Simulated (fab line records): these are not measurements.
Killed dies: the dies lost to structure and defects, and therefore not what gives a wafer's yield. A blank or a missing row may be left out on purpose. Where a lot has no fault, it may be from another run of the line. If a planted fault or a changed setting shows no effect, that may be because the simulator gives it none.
Problem report in the 8D (eight disciplines) form, filled by code ; flow gf180mcu ; the parts of the form that need people (team, actions taken, sign-off) are left out

1. THE PROBLEM
At GF_V2_CVD_23, chamber pressure Torr averages 41.52 Torr over 4 wafers from 2 lots, while fault-free wafers read 40.00 Torr, standard deviation 0.084. Measured from the usual mean, that is +18 standard deviations.
The step: deposits W, target thk 350 nm, time 104.94 s.
Earliest sighting: wafer L631.2 on cvd w-02 at day 26 08:41. The record holds 18 wafers of 6 lots with a number at this step. The rule behind "out" and "out of limits": a value lying over 4 standard deviations away from the usual mean. The other wafers with a number count as sound.

2. WHAT IT IS; WHAT IT IS NOT
question;is;is not
which readings at this step;chamber pressure Torr;heater power w
which lots;L631, L632;L616, L617, L630, L633
which wafers of those lots;L631.2, L632.1, L632.3, L632.5;L631.1, L631.5
read on which tools;cvd w-02;cvd w-01
when;from day 26 08:41;"up to then (11 sound wafers); but 3 sound wafers of L633 came after"

3. SUSPECTS, AND WHAT RULES EACH OUT
Counting: a tool at a process step up to the reading stays a suspect if it ran every lot that is out. Sound lots after the first of them don't rule it out here, since some wafers of a struck lot are sound.
- plasma asher-03 at GF_V2_STRIP_18 (strips in O2/N2): kept. It processed each lot that is out (first: L631, day 26 08:01); up to then, its last sound lot is L616 (day 21 01:17).
- pvd sputter-04 at GF_V2_SPUTTER_21 (material Ti, target thk 15 nm, time 80.02 s): kept. It processed each lot that is out (first: L631, day 26 08:35); up to then, its last sound lot is L630 (day 26 00:24).
- pvd sputter-04 at GF_V2_SPUTTER_22 (material TiN, target thk 10 nm, time 40 s): kept. It processed each lot that is out (first: L631, day 26 08:38); up to then, its last sound lot is L630 (day 26 00:28).
- cvd w-02 at GF_V2_CVD_23 (deposits W, target thk 350 nm, time 104.94 s): kept. It processed each lot that is out (first: L631, day 26 08:41); up to then, its last sound lot is L630 (day 26 00:30). On those wafers its own readings are out: chamber pressure Torr.
- At GF_V2_CVD_23 on cvd w-02, chamber 0 took the sound wafers of the same lots and chamber 1 took the wafers that are out.
Left after counting: plasma asher-03 at GF_V2_STRIP_18, pvd sputter-04 at GF_V2_SPUTTER_21, pvd sputter-04 at GF_V2_SPUTTER_22, cvd w-02 at GF_V2_CVD_23.

4. THE CAUSE (what the simulator had put in)
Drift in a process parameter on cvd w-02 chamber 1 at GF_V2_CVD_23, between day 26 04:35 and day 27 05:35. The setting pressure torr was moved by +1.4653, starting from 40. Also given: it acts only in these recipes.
4 suspects survive the count, and this tool is in that group.

5. THE CHAIN OF EFFECTS, in route order
Each row: a reading whose mean over the struck wafers that have a number lies more than 3 standard deviations from the usual. Only readings for which the record gives a usual standard deviation are gone through. hours: the time from each lot's start at the first step in this table that gives one to its start at this step, as a median over the lots. sigmas: the change in usual standard deviations.
hours;step;reading;usual;on struck wafers;change;sigmas
0;GF_V2_CVD_23;chamber pressure Torr;40.00 Torr;41.52;+1.52;+18
Its process steps:
- GF_V2_CVD_23: deposits W, target thk 350 nm, time 104.94 s.
Later measuring or inspecting steps at which every struck wafer that the step has a row for has a number for every such reading, and none has moved that far: GF_V2_RS_MEAS_24.

6. HOW IT WOULD HAVE BEEN CAUGHT EARLIER
In this record the first reading out of limits was taken at day 26 08:41, 4 hours after the fault began at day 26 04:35.
